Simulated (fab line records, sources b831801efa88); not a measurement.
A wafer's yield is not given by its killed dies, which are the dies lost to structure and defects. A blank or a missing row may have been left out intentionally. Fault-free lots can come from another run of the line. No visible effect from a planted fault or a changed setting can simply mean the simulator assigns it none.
Chamber matching -- flow gf180mcu -- rieDiel-04 running GF_POLY_GATE_ETCH_12: 4 sister chambers
The step etches BARC in N2/H2. 8 wafers are shown with their chamber, then 7 later ones without.

EACH WAFER AND ITS CHAMBER
wafer,chamber,drypumpMotorCurrentA (A),oesProductAu (a.u.)
L311.6,0,5.9,0.737
L315.1,2,6.4,0.740
L315.3,1,6.3,0.731
L315.6,2,6.5,0.726
L316.2,0,5.9,0.736
L316.6,3,6.3,0.732
L325.3,1,6.2,0.735
L325.4,3,6.3,0.728

WAFERS WITHOUT THEIR CHAMBER
wafer,drypumpMotorCurrentA (A),oesProductAu (a.u.)
L325.5,6.4,0.743
L328.2,6.4,0.734
L328.3,6.3,0.739
L328.4,5.9,0.731
L330.1,6.3,0.736
L330.2,6.5,0.746
L330.6,6.4,0.733

WHICH CHAMBER EACH ONE RAN IN
wafer,from the rows above,in truth
L325.5,can't be placed: 2 or 3 or 1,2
L328.2,can't be placed: 2 or 3 or 1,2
L328.3,can't be placed: 1 or 3 or 2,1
L328.4,0,0
L330.1,can't be placed: 3 or 1 or 2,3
L330.2,2,2
L330.6,can't be placed: 2 or 3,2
2 of 7 placed correctly. These rows do not allow placing 5 (true chamber among the candidates in 5). Wrongly placed: 0.
How it was worked out, from the rows above alone: a wafer's distance from a chamber is the root of the sum, over the readings, of the square of ((its reading less the chamber's mean) divided by the reading's scatter). If the next closest chamber is less than 2 further off than the closest, the wafer can't be placed; otherwise it belongs to the closest. Each chamber's mean is taken over the wafers shown for it. The scatter: the root of (the sum of the squares of (reading less its chamber's mean) over the shown wafers, divided by (wafers less chambers)).
